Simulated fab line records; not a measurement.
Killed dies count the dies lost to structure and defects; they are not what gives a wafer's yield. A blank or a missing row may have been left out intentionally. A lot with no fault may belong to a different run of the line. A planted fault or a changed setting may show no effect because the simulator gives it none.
Which of the tools did it? || flow sky130 || at 1 step of a route of 708, 6 lots with 18 wafers sampled

## WHAT EACH GAUGE READ, for each wafer
SKY_LDD_LDN_OVL_MEAS_07.
{"lot": "L886", "measured": "day 22 21:44", "on": "overlay-01", "LDD_LDN_OVL (nm)": "-2.0 0.2 -0.8"}
{"lot": "L889", "measured": "day 24 01:21", "on": "overlay-01", "LDD_LDN_OVL (nm)": "-0.1 -2.0 -1.2"}
{"lot": "L901", "measured": "day 28 15:36", "on": "overlay-02", "LDD_LDN_OVL (nm)": "0.1 -1.1 1.3"}
{"lot": "L904", "measured": "day 29 10:57", "on": "overlay-02", "LDD_LDN_OVL (nm)": "-0.6 -1.2 -2.5"}
{"lot": "L906", "measured": "day 30 07:44", "on": "overlay-02", "LDD_LDN_OVL (nm)": "0.2 -0.2 -0.1"}
{"lot": "L908", "measured": "day 31 13:26", "on": "overlay-01", "LDD_LDN_OVL (nm)": "0.2 -0.8 0.8"}

## TOOL THAT RAN EACH LOT (tool first, then ch and the chambers of the sampled wafers, then the start)
Before these readings, the record contains no process step.

## THE ANSWER, worked out from the rows above alone
Rule: the usual values come from the lots themselves. Put in order of their means at a reading, lots are off if they are a third of the lots or fewer, leave a main group of 4 or more, and stand apart from it by a gap of 3 or more times the standard deviation of the main group's means; of several such gaps the widest counts. The tables above print the reading to a certain number of digits; a main group whose means all agree to those digits is not used. A lot without any number at a reading at which 4 lots or more have one is off too. All remaining lots with rows at the step are treated as sound.
None of the lots is off at any reading shown; this tells nothing.

## WHAT THE SIMULATOR HAD PUT IN
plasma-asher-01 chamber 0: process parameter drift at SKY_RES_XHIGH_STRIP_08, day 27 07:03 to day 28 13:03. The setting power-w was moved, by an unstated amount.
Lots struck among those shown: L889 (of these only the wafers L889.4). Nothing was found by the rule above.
